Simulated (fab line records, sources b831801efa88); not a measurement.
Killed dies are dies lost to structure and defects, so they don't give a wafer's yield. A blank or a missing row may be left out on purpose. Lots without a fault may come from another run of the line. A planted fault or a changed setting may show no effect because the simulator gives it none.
fab line records | flow gf180mcu
record lots=5 wafers=15 last_day=34
route steps=602 shown STI@12 DNWELL@32 NWELL@42
lots that met no fault: from a run of the same line without faults
start_h: hours from the record's first day to the start of the lot's first wafer shown | wait_h: hours since the lot's step before | " the same as in the row above | L1.1+2: a row that stands for several wafers | - no value, or no start given | * or withheld: withheld | < > ~ a bound
route shown NAME@n: a module of which the file shows steps, and the number in the route of the first | usual: mean/standard deviation of fault-free wafers | same: alike in all rows | chamber/n: place in a boat | sites: the reading at each site | _std_site: their standard deviation | _edge_site: outer sites' mean less inner sites' | radius_mm: how far each site lies from the wafer's centre | mask NAME#n: copy n | behind: the tool/chamber that last shaped the wafer | hold: why the lot was held/for how many hours/how that ended | device: the transistor (n, p or np) that didn't switch | end of line: the same wafers' tests at the end of the route | a step without rows: its recipe alone | killed: dies lost to structure and defects at the first sort, not the wafer's yield | map: a wafer's dies, x killed, . not, _ none there
set.NAME: the setting as run; set.NAME@STEP: as run at that earlier step | model.NAME: the simulator's own value behind a step, which no gauge read
lots at some steps of the route; a table a step, a row a wafer
services: from which hour (start_h, from the record's first day; less than 0 if before it) a tool's chamber was out of use, for how many hours, and why
## steps
# step GF_STI_DEVELOP_11
# recipe develop_time_s=60 dev_temp_c=21
# columns lot.wafer tool chamber start_h wait_h
L078.1+5+6 litho_track-02 0 46.45 0.2
L084.2+3+5 litho_track-02 0 77.13 0.2
L087.1+3+5 litho_track-01 0 92.95 0.2
L088.2+3+5 litho_track-03 0 96.66 0.2
L095.1+3+5 litho_track-01 0 134.25 0.2
# step GF_STI_CD_MEAS_12
# recipe target_cd_nm=220
# usual cd_nm=219.9/1.4
# columns lot.wafer tool chamber start_h wait_h cd_nm
L078.1 cd_sem-01 - 46.60 0.1 222.1
L078.5 " - " " 223.1
L078.6 " - " " 221.8
L084.2 cd_sem-02 - 77.27 0.1 221.1
L084.3 " - " " 220.3
L084.5 " - " " 220.8
L087.1 cd_sem-02 - 93.10 0.1 219.2
L087.3 " - " " 219.7
L087.5 " - " " 218.9
L088.2 cd_sem-01 - 96.80 0.1 220.9
L088.3 " - " " 221.8
L088.5 " - " " 220.4
L095.1 cd_sem-01 - 134.40 0.1 218.3
L095.3 " - " " 219.1
L095.5 " - " " 219.5
# step GF_STI_ETCH_13
# recipe chemistry=CHF3/O2 stop_on=Si over_etch_frac=0.3 target_depth_a=2823.1 source_w=600 bias_w=200 pressure_mtorr=40 chf3_flow_sccm=50 O2_flow_sccm=5 time_s=112.9
# usual drypump_motor_current_A=5.7/0.39 oes_product_au=0.834/0.0055 throttle_valve_pct=8.811/0.009
# columns lot.wafer tool chamber start_h wait_h drypump_motor_current_A oes_product_au rf_hours_counter_h throttle_valve_pct
L078.1 rie_diel-04 1 46.72 0.1 5.5 0.834 80 8.814
L078.5 " 3 " " 5.8 0.836 - 8.808
L078.6 " 0 " " 5.5 0.833 - 8.806
L084.2 rie_diel-03 0 77.37 0.1 6.2 0.822 33 8.800
L084.3 " 3 " " 6.0 0.828 143 8.802
L084.5 " 1 " " 5.3 0.837 - 8.826
L087.1 rie_diel-02 1 93.22 0.1 5.4 0.835 3 8.800
L087.3 " 2 " " 6.5 0.841 90 8.821
L087.5 " 0 " " 5.2 0.840 - 8.811
L088.2 rie_diel-02 2 96.90 0.1 6.5 0.826 90 8.822
L088.3 " 1 " " 5.4 0.835 3 8.817
L088.5 " 1 " " 5.4 0.829 - 8.796
L095.1 rie_diel-02 1 134.52 0.1 5.4 0.835 4 8.819
L095.3 " 2 " " 6.5 0.831 91 8.811
L095.5 " 0 " " 5.2 0.830 - 8.799
# step GF_STI_ETCH_14
# recipe target=Si chemistry=HBr/Cl2/O2 target_depth_nm=360 icp_w=600 bias_w=150 pressure_mtorr=15 HBr_flow_sccm=150 Cl2_flow_sccm=40 O2_flow_sccm=6 time_s=102.9
# usual HBr_flow_sccm=150.0/0.43 drypump_motor_current_A=5.9/0.35 oes_product_au=1.000/0.0065 throttle_valve_pct=25.657/0.011
# columns lot.wafer tool chamber start_h wait_h HBr_flow_sccm drypump_motor_current_A oes_product_au rf_hours_counter_h throttle_valve_pct
L078.1 rie_si-02 1 46.80 0.0 149.4 6.2 0.999 2 25.655
L078.5 " 3 " " 150.2 5.7 1.002 - 25.653
L078.6 " 0 " " 150.0 6.2 1.007 - 25.655
L084.2 rie_si-02 1 77.45 0.0 150.1 6.2 1.003 2 25.657
L084.3 " 2 " " 150.5 6.1 0.995 4 25.653
L084.5 " 2 " " 150.1 6.1 0.998 - 25.654
L087.1 rie_si-02 0 93.30 0.0 149.9 6.2 1.005 26 25.666
L087.3 " 1 " " 150.8 6.3 1.007 2 25.659
L087.5 " 0 " " 150.2 6.2 1.011 - 25.658
L088.2 rie_si-01 0 96.98 0.0 150.2 5.5 1.006 0 25.649
L088.3 " 3 " " 150.5 5.5 0.997 156 25.658
L088.5 " 2 " " 150.7 6.1 1.008 - 25.645
L095.1 rie_si-02 3 134.60 0.0 149.9 5.8 0.999 4 25.641
L095.3 " 1 " " 150.7 6.2 1.005 2 25.666
L095.5 " 1 " " 149.9 6.2 1.001 - 25.657
# step GF_STI_STRIP_15
# recipe chemistry=O2/N2 power_w=1400 pressure_mtorr=1500 platen_temp_c=250 o2_flow_sccm=3000 n2_flow_sccm=300 overash_fraction=0.5
# usual drypump_motor_current_A=5.23/0.3 heater_power_w=340/20 oes_product_au=0.384/0.0042 strip_time_to_endpoint_s=3.75/0.037
# columns lot.wafer tool chamber start_h wait_h drypump_motor_current_A heater_power_w oes_product_au rf_hours_counter_h strip_time_to_endpoint_s
L078.1 plasma_asher-04 0 46.88 0.0 4.98 317 0.389 38 3.69
L078.5 " 1 " " 4.85 356 0.377 - 3.76
L078.6 " 0 " " 4.99 323 0.391 - 3.73
L084.2 plasma_asher-04 1 77.53 0.0 4.83 355 0.384 41 3.73
L084.3 " 0 " " 4.99 329 0.382 - 3.74
L084.5 " 0 " " 5.00 329 0.389 - 3.73
L087.1 plasma_asher-02 1 93.37 0.0 5.45 334 0.381 41 3.75
L087.3 " 1 " " 5.45 332 0.391 - 3.84
L087.5 " 1 " " 5.45 322 0.378 - 3.73
L088.2 plasma_asher-01 1 97.05 0.0 5.29 377 0.383 47 3.82
L088.3 " 1 " " 5.30 378 0.383 - 3.75
L088.5 " 1 " " 5.29 377 0.390 - 3.72
L095.1 plasma_asher-02 1 134.67 0.0 5.42 343 0.388 2 3.78
L095.3 " 1 " " 5.41 338 0.391 - 3.82
L095.5 " 0 " " 5.51 337 0.383 - 3.71
# step GF_STI_CLEAN_16
# recipe chemistry=dHF time_s=25 dilution=100:1
# columns lot.wafer tool chamber start_h wait_h
L078.1+5+6 wet_bench-04 2 46.98 0.1
L084.2+3+5 wet_bench-04 0 77.63 0.1
L087.1+3+5 wet_bench-04 2 93.47 0.1
L088.2+3+5 wet_bench-04 1 97.15 0.1
L095.1+3+5 wet_bench-04 0 134.77 0.1
# step GF_STI_WET_ETCH_17
# recipe chemistry=H3PO4 target_depth_nm=45 temp_c=160 target=Si3N4 time_s=514
# columns lot.wafer tool chamber start_h wait_h
L078.1+5+6 wet_bench-01 1 46.99 0.0
L084.2+3+5 wet_bench-04 1 77.64 0.0
L087.1+3+5 wet_bench-01 3 93.49 0.0
L088.2+3+5 wet_bench-04 2 97.17 0.0
L095.1+3+5 wet_bench-01 0 134.78 0.0
# step GF_STI_CLEAN_18
# recipe chemistry=SC1/SC2 mix=1:4:20 temp_c=70 time_s=150
# columns lot.wafer tool chamber start_h wait_h
L078.1+5+6 wet_bench-04 2 47.14 0.0
L084.2+3+5 wet_bench-02 1 77.79 0.0
L087.1+3+5 wet_bench-02 3 93.65 0.0
L088.2+3+5 wet_bench-02 0 97.32 0.0
L095.1+3+5 wet_bench-04 0 134.94 0.0
# step GF_STI_CLEAN_19
# recipe chemistry=dHF time_s=20 dilution=100:1
# columns lot.wafer tool chamber start_h wait_h
L078.1+5+6 wet_bench-02 1 47.19 0.0
L084.2+3+5 wet_bench-04 0 77.84 0.0
L087.1+3+5 wet_bench-04 3 93.70 0.0
L088.2+3+5 wet_bench-01 2 97.37 0.0
L095.1+3+5 wet_bench-01 0 134.99 0.0
# step GF_STI_WET_ETCH_20
# recipe chemistry=dHF dilution=100:1 target_depth_nm=20 temp_c=25 dry=ipa_marangoni target=SiO2 time_s=400
# columns lot.wafer tool chamber start_h wait_h
L078.1+5+6 wet_bench-01 0 47.21 0.0
L084.2+3+5 wet_bench-02 2 77.86 0.0
L087.1+3+5 wet_bench-01 2 93.71 0.0
L088.2+3+5 wet_bench-04 1 97.38 0.0
L095.1+3+5 wet_bench-02 1 135.00 0.0
# step GF_STI_OXIDATION_21
# recipe temp_c=1000 ambient=O2 stabilise_s=600 purge_s=300 target_thk_a=150 ox_time_s=458
# usual ox_temp_c=1000.0/0.41 ox_temp_c_max=1004.4/0.82 zone_power_top_pct=42.5/1.3
# same purge_s=300
# columns lot.wafer tool chamber start_h wait_h ox_temp_c ox_temp_c_max zone_power_top_pct
L078.1 furnace-01 0 47.33 0.0 1000.1 1005.0 42.9
L078.5 " 0 " " 999.6 1003.2 43.0
L078.6 " 0 " " 1000.4 1004.2 42.8
L084.2 furnace-01 0 77.97 0.0 999.7 1005.8 43.4
L084.3 " 0 " " 1000.2 1003.6 43.6
L084.5 " 0 " " 1000.1 1004.2 43.0
L087.1 furnace-02 0 93.84 0.0 1000.2 1004.4 40.0
L087.3 " 0 " " 999.9 1003.8 40.8
L087.5 " 0 " " 999.5 1003.3 40.8
L088.2 furnace-02 0 98.91 1.4 999.3 1003.1 40.5
L088.3 " 0 " " 1000.6 1004.7 40.3
L088.5 " 0 " " 999.7 1003.9 40.2
L095.1 furnace-01 0 135.65 0.5 999.8 1003.9 43.4
L095.3 " 0 " " 999.3 1004.2 43.5
L095.5 " 0 " " 1000.2 1005.5 43.4
# step GF_STI_THK_MEAS_22
# recipe reads=SiO2_of_STI_OXIDATION_21
# usual STI_OXIDATION_01_THK=15.1/0.34
# columns lot.wafer tool chamber start_h wait_h STI_OXIDATION_01_THK[nm]
L078.1 film_metro-02 - 48.45 0.0 15.4
L078.5 " - " " 15.6
L078.6 " - " " 15.8
L084.2 film_metro-01 - 79.11 0.0 15.2
L084.3 " - " " 14.9
L084.5 " - " " 14.7
L087.1 film_metro-02 - 94.97 0.0 15.0
L087.3 " - " " 15.0
L087.5 " - " " 14.9
L088.2 film_metro-01 - 100.05 0.0 14.6
L088.3 " - " " 14.9
L088.5 " - " " 14.8
L095.1 film_metro-02 - 136.78 0.0 14.9
L095.3 " - " " 15.2
L095.5 " - " " 15.1
# step GF_STI_CVD_23
# recipe material=SiO2 target_thk_nm=650 sigma_open_frac=0.3 time_s=108.3 temp_c=600 sih4_flow_sccm=60 pressure_mtorr=6
# columns lot.wafer tool chamber start_h wait_h
L078.1+5+6 hdpcvd-02 1,2,0 48.51 0.1
L084.2+3+5 hdpcvd-02 1,2,0 79.16 0.0
L087.1+3+5 hdpcvd-02 0,2,1 95.03 0.1
L088.2+3+5 hdpcvd-02 1,2,2 100.10 0.0
L095.1+3+5 hdpcvd-02 2,0,1 136.84 0.1
# step GF_STI_THK_MEAS_24
# recipe reads=SiO2_of_STI_CVD_23
# usual STI_CVD_23_THK=651/6.6
# columns lot.wafer tool chamber start_h wait_h STI_CVD_23_THK[nm]
L078.1 film_metro-02 - 48.59 0.0 644
L078.5 " - " " 645
L078.6 " - " " 638
L084.2 film_metro-02 - 79.25 0.0 657
L084.3 " - " " 654
L084.5 " - " " 653
L087.1 film_metro-03 - 95.11 0.0 650
L087.3 " - " " 658
L087.5 " - " " 647
L088.2 film_metro-03 - 100.18 0.0 645
L088.3 " - " " 645
L088.5 " - " " 647
L095.1 film_metro-01 - 136.92 0.0 655
L095.3 " - " " 649
L095.5 " - " " 648
# step GF_STI_CMP_25
# recipe stop_on=Si3N4 t_overpolish_s=33 down_force_psi=4 platen_rpm=60 target_thk_nm=524.6 pad_velocity_m_s=0.94248
# usual edge_zone_pressure_frac=0.999/0.0044 head_pressure_psi=4.000/0.0085 motor_current_A=11.0/0.67 overpolish_run_s=33.001/0.0081 retaining_ring_pressure_frac=1.001/0.0047 time_to_endpoint_s=122/3.4
# columns lot.wafer tool chamber start_h wait_h edge_zone_pressure_frac head_pressure_psi motor_current_A overpolish_run_s retaining_ring_pressure_frac time_to_endpoint_s
L078.1 cmp-02 0 48.80 0.2 1.004 3.989 11.1 33.009 1.004 125
L078.6 " 1 " " 1.004 4.019 11.6 33.002 0.999 124
L078.5 " 2 " " 1.002 3.995 11.3 32.997 0.996 121
L084.2 cmp-02 3 79.35 0.1 0.999 4.019 10.9 33.003 1.003 123
L084.3 " 1 " " 1.002 4.013 12.1 33.003 0.995 127
L084.5 " 3 " " 0.998 4.013 10.7 33.005 1.000 125
L087.1 cmp-01 3 95.27 0.1 1.003 4.001 11.4 33.001 1.000 121
L087.3 " 0 " " 1.003 3.992 10.2 33.004 1.006 118
L087.5 " 1 " " 1.003 3.993 11.9 32.996 1.001 122
L088.2 cmp-02 1 100.28 0.1 0.993 3.980 11.6 32.992 0.990 120
L088.3 " 3 " " 0.997 3.985 10.5 32.986 1.010 118
L088.5 " 0 " " 0.999 3.980 10.8 33.001 1.002 120
L095.1 cmp-01 0 137.03 0.1 1.002 3.992 10.5 33.003 1.010 120
L095.3 " 1 " " 1.003 3.985 11.4 32.994 0.998 125
L095.5 " 0 " " 1.001 4.009 10.6 33.002 0.999 119
# step GF_STI_WET_ETCH_26
# recipe chemistry=dHF target_depth_nm=94 target=SiO2 temp_c=25 dilution=10:1 time_s=188
# columns lot.wafer tool chamber start_h wait_h
L078.1+5+6 wet_bench-02 0 48.95 0.1
L084.2+3+5 wet_bench-02 1 79.60 0.2
L087.1+3+5 wet_bench-01 1 95.47 0.1
L088.2+3+5 wet_bench-04 2 100.53 0.2
L095.1+3+5 wet_bench-01 0 137.28 0.2
# step GF_STI_WET_ETCH_27
# recipe chemistry=H3PO4 target_depth_nm=160 target=Si3N4 temp_c=160 time_s=1825
# columns lot.wafer tool chamber start_h wait_h
L078.1+5+6 wet_bench-01 3 49.02 0.0
L084.2+3+5 wet_bench-04 2 79.66 0.0
L087.1+3+5 wet_bench-04 2 95.53 0.0
L088.2+3+5 wet_bench-02 1 100.59 0.0
L095.1+3+5 wet_bench-04 2 137.34 0.0
# step GF_STI_WET_ETCH_28
# recipe chemistry=dHF target_depth_nm=20 dry=ipa_marangoni target=SiO2 temp_c=25 dilution=10:1 time_s=40
# columns lot.wafer tool chamber start_h wait_h
L078.1+5+6 wet_bench-04 1 49.58 0.0
L084.2+3+5 wet_bench-02 3 80.17 0.0
L087.1+3+5 wet_bench-02 1 96.05 0.0
L088.2+3+5 wet_bench-01 3 101.11 0.0
L095.1+3+5 wet_bench-02 1 137.86 0.0
# step GF_STI_OXIDATION_29
# recipe temp_c=900 ambient=O2 stabilise_s=600 purge_s=300 target_thk_a=100 ox_time_s=1418
# usual ox_temp_c=900.0/0.4 ox_temp_c_max=903.8/0.7 zone_power_top_pct=34.8/1.2
# same purge_s=300
# columns lot.wafer tool chamber start_h wait_h ox_temp_c ox_temp_c_max zone_power_top_pct
L078.1 furnace-02 0 49.60 0.0 899.9 903.7 33.5
L078.5 " 0 " " 900.7 905.2 33.7
L078.6 " 0 " " 900.1 904.5 34.5
L084.2 furnace-01 0 81.51 1.3 899.7 904.1 35.9
L084.3 " 0 " " 900.3 904.4 36.2
L084.5 " 0 " " 900.5 904.3 35.6
L087.1 furnace-02 0 96.07 0.0 900.5 905.5 34.0
L087.3 " 0 " " 900.0 904.4 33.5
L087.5 " 0 " " 899.8 902.8 34.0
L088.2 furnace-01 0 102.69 1.6 900.1 904.6 36.8
L088.3 " 0 " " 900.2 904.5 36.5
L088.5 " 0 " " 900.3 904.3 36.6
L095.1 furnace-02 0 137.88 0.0 900.1 904.3 34.3
L095.3 " 0 " " 899.4 903.0 34.0
L095.5 " 0 " " 899.7 903.5 33.1
# step GF_STI_THK_MEAS_30
# recipe reads=SiO2_of_STI_OXIDATION_29
# usual STI_OXIDATION_02_THK=9.93/0.19
# columns lot.wafer tool chamber start_h wait_h STI_OXIDATION_02_THK[nm]
L078.1 film_metro-03 - 50.99 0.0 10.10
L078.5 " - " " 9.87
L078.6 " - " " 10.09
L084.2 film_metro-03 - 82.92 0.0 10.21
L084.3 " - " " 10.20
L084.5 " - " " 10.27
L087.1 film_metro-03 - 97.52 0.1 9.73
L087.3 " - " " 9.76
L087.5 " - " " 9.80
L088.2 film_metro-02 - 104.10 0.0 9.73
L088.3 " - " " 9.57
L088.5 " - " " 9.87
L095.1 film_metro-03 - 139.27 0.0 9.75
L095.3 " - " " 9.75
L095.5 " - " " 9.85
# step GF_DNWELL_DEHYDRATE_00
# recipe temp_c=200 time_s=60
# columns lot.wafer tool chamber start_h wait_h
L078.1+5+6 litho_track-02 0 56.25 5.3
L084.2+3+5 litho_track-02 0 88.88 5.9
L087.1+3+5 litho_track-03 0 103.83 6.3
L088.2+3+5 litho_track-03 0 110.40 6.3
L095.1+3+5 litho_track-02 0 146.35 7.1
# step GF_DNWELL_HMDS_01
# recipe prime_time_s=60 prime_temp_c=120
# columns lot.wafer tool chamber start_h wait_h
L078.1+5+6 litho_track-02 0 56.40 0.1
L084.2+3+5 litho_track-02 0 89.03 0.1
L087.1+3+5 litho_track-03 0 103.98 0.1
L088.2+3+5 litho_track-03 0 110.55 0.1
L095.1+3+5 litho_track-02 0 146.50 0.1
# step GF_DNWELL_COAT_02
# recipe spin_rpm=2000 resist_thk_nm=3000
# usual spin_speed_rpm=2000.0/1.5
# columns lot.wafer tool chamber start_h wait_h spin_speed_rpm
L078.1 litho_track-02 0 56.55 0.1 1999.1
L078.5 " 0 " " 2001.9
L078.6 " 0 " " 1996.9
L084.2 litho_track-02 0 89.18 0.1 2001.4
L084.3 " 0 " " 1999.1
L084.5 " 0 " " 2000.0
L087.1 litho_track-03 0 104.13 0.1 2002.3
L087.3 " 0 " " 1999.4
L087.5 " 0 " " 2001.5
L088.2 litho_track-03 0 110.70 0.1 1999.4
L088.3 " 0 " " 2001.0
L088.5 " 0 " " 1999.4
L095.1 litho_track-02 0 146.65 0.1 1998.1
L095.3 " 0 " " 1998.3
L095.5 " 0 " " 1998.5
# step GF_DNWELL_SOFTBAKE_03
# recipe temp_c=110 time_s=withheld
# columns lot.wafer tool chamber start_h wait_h
L078.1+5+6 litho_track-02 0 56.70 0.1
L084.2+3+5 litho_track-02 0 89.34 0.1
L087.1+3+5 litho_track-03 0 104.28 0.1
L088.2+3+5 litho_track-03 0 110.86 0.1
L095.1+3+5 litho_track-02 0 146.80 0.1
# step GF_DNWELL_EXPOSE_04
# recipe mask_id=DNWELL target_cd_nm=1700 na=0.6 source_shape=conventional sigma_outer=0.6 dose_mj=260
# columns lot.wafer tool chamber start_h wait_h mask
L078.1+5+6 iline_stepper-02 0 - - DNWELL#0
L084.2+3+5 iline_stepper-01 0 - - DNWELL#0
L087.1+3+5 iline_stepper-02 0 - - DNWELL#0
L088.2+3+5 iline_stepper-01 0 - - DNWELL#0
L095.1+3+5 iline_stepper-01 0 - - DNWELL#0
# step GF_DNWELL_PEB_05
# recipe temp_c=115 time_s=withheld
# columns lot.wafer tool chamber start_h wait_h
L078.1+5+6 litho_track-03 0 - -
L084.2+3+5 litho_track-04 0 - -
L087.1+3+5 litho_track-03 0 - -
L088.2+3+5 litho_track-04 0 - -
L095.1+3+5 litho_track-04 0 - -
# step GF_DNWELL_DEVELOP_06
# recipe wall_angle_deg=90 develop_time_s=60 dev_temp_c=23
# columns lot.wafer tool chamber start_h wait_h
L078.1+5+6 litho_track-03 0 - -
L084.2+3+5 litho_track-04 0 - -
L087.1+3+5 litho_track-03 0 - -
L088.2+3+5 litho_track-04 0 - -
L095.1+3+5 litho_track-04 0 - -
# step GF_DNWELL_IMPLANT_07
# recipe species=P energy_kev=1500 dose_cm2=1e+13 tilt_deg=0
# columns lot.wafer tool chamber start_h wait_h
L078.1+5+6 implanter-01 0 63.28 -
L084.2+3+5 implanter-03 0 96.49 -
L087.1+3+5 implanter-02 0 111.38 -
L088.2+3+5 implanter-02 0 118.14 -
L095.1+3+5 implanter-03 0 154.97 -
# step GF_DNWELL_STRIP_08
# recipe chemistry=O2/N2 power_w=1400 pressure_mtorr=1500 platen_temp_c=250 o2_flow_sccm=3000 n2_flow_sccm=300 overash_fraction=0.5
# usual drypump_motor_current_A=5.4/0.6 heater_power_w=342/24 oes_product_au=0.723/0.0052 strip_time_to_endpoint_s=36.96/0.087
# columns lot.wafer tool chamber start_h wait_h drypump_motor_current_A heater_power_w oes_product_au rf_hours_counter_h strip_time_to_endpoint_s
L078.1 plasma_asher-01 1 63.43 0.1 5.3 377 0.730 43 36.92
L078.5 " 0 " " 5.6 317 0.715 - 36.78
L078.6 " 1 " " 5.3 385 0.722 - 36.87
L084.2 plasma_asher-03 1 96.62 0.1 4.8 350 0.722 30 36.95
L084.3 " 0 " " 6.5 316 0.723 - 36.95
L084.5 " 1 " " 4.8 360 0.717 - 37.08
L087.1 plasma_asher-01 0 111.53 0.1 5.6 314 0.732 49 36.97
L087.3 " 1 " " 5.3 384 0.720 - 37.03
L087.5 " 0 " " 5.6 312 0.715 - 36.98
L088.2 plasma_asher-03 0 118.27 0.1 6.5 323 0.726 33 36.92
L088.3 " 0 " " 6.5 322 0.721 - 37.06
L088.5 " 0 " " 6.5 313 0.723 - 36.95
L095.1 plasma_asher-03 1 155.12 0.1 4.8 357 0.722 37 36.97
L095.3 " 1 " " 4.8 365 0.723 - 36.95
L095.5 " 1 " " 4.8 355 0.723 - 36.94
# step GF_DNWELL_TW_MEAS_09
# usual DNWELL_TW=1347/9.2
# columns lot.wafer tool chamber start_h wait_h DNWELL_TW
L078.1 film_metro-03 - 63.53 0.1 1337
L078.5 " - " " 1342
L078.6 " - " " 1337
L084.2 film_metro-03 - 96.73 0.1 1342
L084.3 " - " " 1338
L084.5 " - " " 1347
L087.1 film_metro-04 - 111.63 0.1 1347
L087.3 " - " " 1360
L087.5 " - " " 1362
L088.2 film_metro-03 - 118.38 0.1 1350
L088.3 " - " " 1342
L088.5 " - " " 1350
L095.1 film_metro-03 - 155.22 0.1 1341
L095.3 " - " " 1343
L095.5 " - " " 1343
# step GF_NWELL_DEHYDRATE_00
# recipe temp_c=200 time_s=60
# columns lot.wafer tool chamber start_h wait_h
L078.1+5+6 litho_track-02 0 69.60 6.1
L084.2+3+5 litho_track-04 0 103.24 6.5
L087.1+3+5 litho_track-04 0 118.77 7.1
L088.2+3+5 litho_track-01 0 125.37 7.0
L095.1+3+5 litho_track-02 0 162.50 7.3
## services
# columns tool chamber start_h hours kind
iline_stepper-02 - 25.15 2.1 pm
rie_si-02 - 25.88 2.8 pm
plasma_asher-03 - 27.30 4.1 repair
plasma_asher-03 - 32.56 2.1 repair
iline_stepper-01 - 33.70 1.7 pm
cmp-01 - 46.40 3.7 repair
furnace-02 - 51.11 3.3 pm
implanter-03 - 55.29 3.3 repair
cmp-02 - 63.56 0.6 repair
cmp-01 - 64.06 4.0 pm
rie_si-02 2 65.37 0.9 repair
wet_bench-01 - 65.40 10.8 repair
wet_bench-01 - 65.64 12.3 repair
cmp-01 - 70.91 0.5 repair
rie_diel-02 1 74.07 8.6 repair
implanter-03 - 76.14 3.1 repair
cmp-02 - 77.25 1.9 repair
plasma_asher-04 - 77.66 1.0 repair
cmp-02 - 85.76 2.2 repair
furnace-01 - 122.11 2.5 pm
hdpcvd-02 - 123.61 2.8 pm
furnace-02 - 127.03 5.2 pm
rie_diel-02 2 142.00 14.4 repair
furnace-02 - 159.46 2.6 pm
## key
fault none
